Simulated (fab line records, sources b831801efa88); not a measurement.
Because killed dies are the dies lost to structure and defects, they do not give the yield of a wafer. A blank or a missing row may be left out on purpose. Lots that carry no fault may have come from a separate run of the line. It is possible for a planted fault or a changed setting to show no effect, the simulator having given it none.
fab line records | flow gf180mcu
record lots=5 | wafers=15 | lastDay=34
route steps=602 shown PASSIVATION@589
lots with no fault: from the same line, run without faults
startH: hours from the record's opening day to when the first of the lot's shown wafers began | waitH: how many hours have passed since the lot's step before this one | " the same as in the row above | L1.1+2: a row that stands for several wafers | - no value, or no start given | * or withheld: withheld | < > ~ a bound
route shown NAME@n: NAME is a module with steps in the file, n the number in the route of the first one | usual: mean/standard deviation taken from wafers without a fault | same: alike in all rows | chamber/n: place in a boat | sites: per-site readings | _std_site: how widely they spread, as a standard deviation | _edge_site: inner sites' mean taken away from outer sites' mean | radiusMm: for every site, how far away it sits from the centre of the wafer | mask NAME#n: copy n | behind: tool/chamber where the wafer was last shaped | hold: why the lot went on hold/how many hours it stayed there/how the hold came to an end | device: transistor that didn't switch, given as n, p or np | end of line: the same wafers' tests at the end of the route | step lacking rows: just its recipe | killed: not the wafer's yield, but the dies lost to structure and defects at the first sort | map: per-die view of a wafer (x killed, . not killed, _ where there is no die)
set.NAME: the setting the step ran with; set.NAME@STEP: the setting that earlier step ran with | model.NAME: the simulator's own value behind a step, which no gauge read
certain route steps with their lots: each step a table, each wafer a row
services: when a tool's chamber went out of use (startH, in hours from the record's first day, below 0 if earlier), for how many hours, and the reason
## steps
# step GF_PASSIVATION_CVD_02
# recipe material=Si3N4 | targetThkNm=700 | timeS=486.18 | tempC=400 | rfW=450
# usual heaterPowerW=703/120 | rfFwdPowerW=449.2/1.4 | susceptorTempC=400.00/0.24
lot.wafer | tool     | chamber | startH | waitH | heaterPowerW | rfFwdPowerW | susceptorTempC
L077.2    | pecvd-04 | 0       | 682.45 | 0.0   | 681          | 449.5       | 400.19
L077.4    | "        | 0       | "      | "     | 720          | 449.3       | 399.87
L077.5    | "        | 1       | "      | "     | 623          | 448.5       | 400.12
L084.2    | pecvd-01 | 2       | 728.41 | 0.0   | 641          | 449.1       | 399.73
L084.3    | "        | 1       | "      | "     | 723          | 450.8       | 399.95
L084.4    | "        | 0       | "      | "     | 638          | 446.4       | 400.12
L092.3    | pecvd-02 | 1       | 773.49 | 0.0   | 672          | 447.5       | 399.98
L092.4    | "        | 2       | "      | "     | 951          | 447.6       | 400.00
L092.5    | "        | 0       | "      | "     | 771          | 449.6       | 400.18
L094.2    | pecvd-04 | 1       | 783.85 | 0.0   | 617          | 448.6       | 400.07
L094.5    | "        | 0       | "      | "     | 746          | 448.5       | 399.83
L094.6    | "        | 1       | "      | "     | 657          | 449.4       | 400.15
L096.2    | pecvd-01 | 1       | 793.89 | 0.0   | 738          | 449.1       | 399.95
L096.3    | "        | 0       | "      | "     | 597          | 450.3       | 399.87
L096.5    | "        | 1       | "      | "     | 587          | 450.2       | 400.01
# step GF_PASSIVATION_THK_MEAS_03
# recipe reads=Si3N4_of_PASSIVATION_CVD_02
# usual PASSIVATION_CVD_02_THK=705/11
lot.wafer | tool         | chamber | startH | waitH | PASSIVATION_CVD_02_THK[nm]
L077.2    | filmMetro-02 | -       | 682.75 | 0.2   | 706
L077.4    | "            | -       | "      | "     | 710
L077.5    | "            | -       | "      | "     | 703
L084.2    | filmMetro-01 | -       | 728.71 | 0.2   | 714
L084.3    | "            | -       | "      | "     | 684
L084.4    | "            | -       | "      | "     | 709
L092.3    | filmMetro-01 | -       | 773.79 | 0.2   | 698
L092.4    | "            | -       | "      | "     | 726
L092.5    | "            | -       | "      | "     | 700
L094.2    | filmMetro-02 | -       | 784.15 | 0.2   | 702
L094.5    | "            | -       | "      | "     | 705
L094.6    | "            | -       | "      | "     | 714
L096.2    | filmMetro-04 | -       | 794.19 | 0.2   | 692
L096.3    | "            | -       | "      | "     | 694
L096.5    | "            | -       | "      | "     | 693
# step GF_PASSIVATION_DEHYDRATE_04
# recipe tempC=200 | timeS=60
lot.wafer  | tool          | chamber | startH | waitH
L077.2+4+5 | lithoTrack-02 | 0       | 691.44 | 8.7
L084.2+3+4 | lithoTrack-01 | 0       | 737.03 | 8.3
L092.3+4+5 | lithoTrack-01 | 0       | 781.65 | 7.9
L094.2+5+6 | lithoTrack-02 | 0       | 791.48 | 7.3
L096.2+3+5 | lithoTrack-03 | 0       | 800.99 | 6.8
# step GF_PASSIVATION_HMDS_05
# recipe primeTimeS=60 | primeTempC=120
# same primeTimeS=60
lot.wafer  | tool          | chamber | startH | waitH
L077.2+4+5 | lithoTrack-02 | 0       | 691.59 | 0.1
L084.2+3+4 | lithoTrack-01 | 0       | 737.18 | 0.1
L092.3+4+5 | lithoTrack-01 | 0       | 781.80 | 0.1
L094.2+5+6 | lithoTrack-02 | 0       | 791.63 | 0.1
L096.2+3+5 | lithoTrack-03 | 0       | 801.14 | 0.1
# step GF_PASSIVATION_COAT_06
# recipe spinRpm=2000 | resistThkNm=4000
lot.wafer  | tool          | chamber | startH | waitH
L077.2+4+5 | lithoTrack-02 | 0       | 691.74 | 0.1
L084.2+3+4 | lithoTrack-01 | 0       | 737.33 | 0.1
L092.3+4+5 | lithoTrack-01 | 0       | 781.95 | 0.1
L094.2+5+6 | lithoTrack-02 | 0       | 791.78 | 0.1
L096.2+3+5 | lithoTrack-03 | 0       | 801.29 | 0.1
# step GF_PASSIVATION_SOFTBAKE_07
# recipe tempC=110 | timeS=withheld
lot.wafer  | tool          | chamber | startH | waitH
L077.2+4+5 | lithoTrack-02 | 0       | 691.89 | 0.1
L084.2+3+4 | lithoTrack-01 | 0       | 737.49 | 0.1
L092.3+4+5 | lithoTrack-01 | 0       | 782.12 | 0.1
L094.2+5+6 | lithoTrack-02 | 0       | 791.94 | 0.1
L096.2+3+5 | lithoTrack-03 | 0       | 801.45 | 0.1
# step GF_PASSIVATION_EXPOSE_08
# recipe maskId=Pad | targetCdNm=40000 | na=0.57 | doseMj=310
lot.wafer  | tool            | chamber | startH | waitH | mask
L077.2+4+5 | ilineStepper-02 | 0       | -      | -     | Pad#0
L084.2+3+4 | ilineStepper-01 | 0       | -      | -     | Pad#0
L092.3+4+5 | ilineStepper-01 | 0       | -      | -     | Pad#0
L094.2+5+6 | ilineStepper-02 | 0       | -      | -     | Pad#0
L096.2+3+5 | ilineStepper-01 | 0       | -      | -     | Pad#0
# step GF_PASSIVATION_PEB_09
# recipe tempC=115 | timeS=withheld
lot.wafer  | tool          | chamber | startH | waitH
L077.2+4+5 | lithoTrack-01 | 0       | -      | -
L084.2+3+4 | lithoTrack-01 | 0       | -      | -
L092.3+4+5 | lithoTrack-03 | 0       | -      | -
L094.2+5+6 | lithoTrack-03 | 0       | -      | -
L096.2+3+5 | lithoTrack-03 | 0       | -      | -
# step GF_PASSIVATION_DEVELOP_10
# recipe developTimeS=60 | devTempC=23
lot.wafer  | tool          | chamber | startH | waitH
L077.2+4+5 | lithoTrack-01 | 0       | -      | -
L084.2+3+4 | lithoTrack-01 | 0       | -      | -
L092.3+4+5 | lithoTrack-03 | 0       | -      | -
L094.2+5+6 | lithoTrack-03 | 0       | -      | -
L096.2+3+5 | lithoTrack-03 | 0       | -      | -
# step GF_PASSIVATION_ETCH_11
# recipe chemistry=CF4/O2 | targetDepthNm=2040 | stopOn=TiN | sourceW=800 | biasW=150 | pressureMtorr=150 | cf4FlowSccm=80 | O2_flow_sccm=10 | timeS=453.3
# usual drypumpMotorCurrentA=5.6/0.46 | oesProductAu=0.989/0.0069 | rfFwdPowerW=798.4/2.6 | throttleValvePct=5.968/0.0091
lot.wafer | tool       | chamber | startH | waitH | drypumpMotorCurrentA | oesProductAu | rfFwdPowerW | rfHoursCounterH | throttleValvePct
L077.2    | rieDiel-02 | 2       | 701.65 | -     | 5.3                  | 0.991        | 806.7       | 34              | 5.979
L077.4    | "          | 1       | "      | "     | 5.9                  | 0.989        | 799.1       | 28              | 5.967
L077.5    | "          | 2       | "      | "     | 5.3                  | 0.993        | 800.3       | -               | 5.987
L084.2    | rieDiel-02 | 1       | 746.60 | -     | 5.9                  | 0.991        | 798.4       | 30              | 5.965
L084.3    | "          | 2       | "      | "     | 5.3                  | 1.001        | 804.0       | 36              | 5.973
L084.4    | "          | 3       | "      | "     | 5.0                  | 0.991        | 804.1       | -               | 5.974
L092.3    | rieDiel-02 | 2       | 790.02 | -     | 5.3                  | 0.988        | 797.5       | 39              | 5.977
L092.4    | "          | 1       | "      | "     | 5.9                  | 0.992        | 797.9       | 33              | 5.977
L092.5    | "          | 1       | "      | "     | 5.9                  | 0.984        | 796.8       | -               | 5.973
L094.2    | rieDiel-03 | 0       | 800.02 | -     | 6.3                  | 0.991        | 797.6       | 0               | 5.980
L094.5    | "          | 0       | "      | "     | 6.4                  | 0.997        | 798.0       | -               | 5.967
L094.6    | "          | 3       | "      | "     | 5.5                  | 0.988        | 795.1       | -               | 5.974
L096.2    | rieDiel-02 | 1       | 808.72 | -     | 5.9                  | 0.990        | 800.8       | 35              | 5.973
L096.3    | "          | 0       | "      | "     | 4.8                  | 0.997        | 797.8       | 3               | 5.976
L096.5    | "          | 0       | "      | "     | 4.8                  | 0.988        | 798.9       | -               | 5.968
# step GF_PASSIVATION_STRIP_12
# recipe chemistry=O2/N2 | powerW=1400 | pressureMtorr=1500 | platenTempC=250 | o2FlowSccm=3000 | n2FlowSccm=300 | overashFraction=0.5
# usual drypumpMotorCurrentA=5.7/0.55 | heaterPowerW=358/17 | oesProductAu=0.719/0.0046 | stripTimeToEndpointS=32.95/0.3
lot.wafer | tool           | chamber | startH | waitH | drypumpMotorCurrentA | heaterPowerW | oesProductAu | rfHoursCounterH | stripTimeToEndpointS
L077.2    | plasmaAsher-03 | 0       | 701.92 | 0.1   | 6.3                  | 373          | 0.725        | 29              | 32.56
L077.4    | "              | 0       | "      | "     | 6.4                  | 381          | 0.726        | -               | 32.99
L077.5    | "              | 1       | "      | "     | 5.8                  | 352          | 0.722        | -               | 32.71
L084.2    | plasmaAsher-02 | 1       | 746.87 | 0.1   | 4.9                  | 374          | 0.721        | 64              | 32.78
L084.3    | "              | 1       | "      | "     | 4.9                  | 368          | 0.718        | -               | 32.32
L084.4    | "              | 0       | "      | "     | 6.0                  | 356          | 0.719        | -               | 32.87
L092.3    | plasmaAsher-03 | 1       | 790.32 | 0.2   | 5.8                  | 354          | 0.715        | -               | 32.60
L092.4    | "              | 0       | "      | "     | 6.3                  | 375          | 0.713        | -               | 33.04
L092.5    | "              | 1       | "      | "     | 5.8                  | 344          | 0.719        | -               | 33.00
L094.2    | plasmaAsher-04 | 0       | 800.28 | 0.1   | 5.4                  | 362          | 0.712        | 6               | 32.18
L094.5    | "              | 1       | "      | "     | 6.2                  | 320          | 0.721        | -               | 32.45
L094.6    | "              | 0       | "      | "     | 5.3                  | 365          | 0.710        | -               | 32.98
L096.2    | plasmaAsher-04 | 0       | 808.98 | 0.1   | 5.4                  | 363          | 0.720        | 7               | 32.92
L096.3    | "              | 1       | "      | "     | 6.2                  | 317          | 0.727        | -               | 32.65
L096.5    | "              | 0       | "      | "     | 5.4                  | 358          | 0.724        | -               | 32.74
# step GF_PASSIVATION_ANNEAL_13
# recipe tempC=400 | timeS=1800 | ambient=N2/H2 | idleTempC=300 | rampUpCPerMin=10 | rampDownCPerMin=3
# usual spikeTcLowerC=399.2/1.1 | zonePowerCentrePct=4.9/0.66
lot.wafer | tool       | chamber | startH | waitH | spikeTcLowerC | zonePowerCentrePct
L077.2    | furnace-01 | 0       | 702.02 | 0.1   | 398.7         | 4.2
L077.4    | "          | 0       | "      | "     | 399.7         | 4.2
L077.5    | "          | 0       | "      | "     | 398.4         | 4.2
L084.2    | furnace-01 | 0       | 746.97 | 0.1   | 399.5         | 4.2
L084.3    | "          | 0       | "      | "     | 398.8         | 4.4
L084.4    | "          | 0       | "      | "     | 395.0         | 4.2
L092.3    | furnace-02 | 0       | 790.38 | 0.0   | 399.1         | 5.5
L092.4    | "          | 0       | "      | "     | 399.6         | 5.6
L092.5    | "          | 0       | "      | "     | 400.1         | 5.5
L094.2    | furnace-01 | 0       | 800.38 | 0.1   | 398.5         | 4.2
L094.5    | "          | 0       | "      | "     | 399.7         | 4.2
L094.6    | "          | 0       | "      | "     | 398.7         | 4.2
L096.2    | furnace-01 | 0       | 809.08 | 0.1   | 398.9         | 4.2
L096.3    | "          | 0       | "      | "     | 398.4         | 4.2
L096.5    | "          | 0       | "      | "     | 399.0         | 4.2
# step GF_PASSIVATION_BOW_MEAS_14
# recipe mode=bow
# usual PASSIVATION_BOW=137/11
lot.wafer | tool         | chamber | startH | waitH | PASSIVATION_BOW[um]
L077.2    | filmMetro-02 | -       | 703.54 | 0.0   | 144
L077.4    | "            | -       | "      | "     | 138
L077.5    | "            | -       | "      | "     | 140
L084.2    | filmMetro-02 | -       | 748.49 | 0.0   | 144
L084.3    | "            | -       | "      | "     | 142
L084.4    | "            | -       | "      | "     | 137
L092.3    | filmMetro-04 | -       | 792.00 | 0.1   | 132
L092.4    | "            | -       | "      | "     | 124
L092.5    | "            | -       | "      | "     | 124
L094.2    | filmMetro-01 | -       | 801.90 | 0.0   | 128
L094.5    | "            | -       | "      | "     | 137
L094.6    | "            | -       | "      | "     | 126
L096.2    | filmMetro-04 | -       | 810.60 | 0.0   | 139
L096.3    | "            | -       | "      | "     | 150
L096.5    | "            | -       | "      | "     | 139
## services
tool            | chamber | startH | hours | kind
ilineStepper-02 | -       | 677.50 | 2.1   | repair
ilineStepper-01 | -       | 684.93 | 1.7   | pm
rieDiel-03      | -       | 697.52 | 0.8   | repair
furnace-02      | -       | 715.82 | 3.4   | pm
furnace-01      | -       | 720.58 | 3.4   | pm
plasmaAsher-04  | -       | 733.75 | 9.0   | pm
plasmaAsher-04  | 0       | 733.75 | 9.0   | ventCycle
plasmaAsher-04  | 1       | 733.75 | 9.0   | ventCycle
rieDiel-02      | 0       | 737.55 | -     | clean
rieDiel-02      | 0       | 737.55 | 21.9  | scheduledDown
rieDiel-02      | 0       | 737.55 | 21.9  | ventCycle
plasmaAsher-04  | 0       | 742.75 | -     | clean
furnace-02      | -       | 749.39 | 4.0   | pm
pecvd-02        | 1       | 752.78 | 6.5   | repair
pecvd-01        | 0       | 757.67 | 2.7   | repair
furnace-01      | -       | 757.96 | 4.0   | pm
pecvd-02        | 2       | 759.41 | 4.6   | repair
pecvd-01        | 1       | 762.46 | 4.2   | repair
plasmaAsher-04  | -       | 769.37 | 2.2   | repair
plasmaAsher-02  | -       | 777.15 | 3.4   | repair
ilineStepper-02 | -       | 779.84 | 1.7   | pm
lithoTrack-01   | -       | 786.65 | -     | consumableReplace:filter
pecvd-02        | -       | 799.16 | 2.3   | repair
rieDiel-03      | -       | 802.53 | 0.6   | repair
## key
fault none
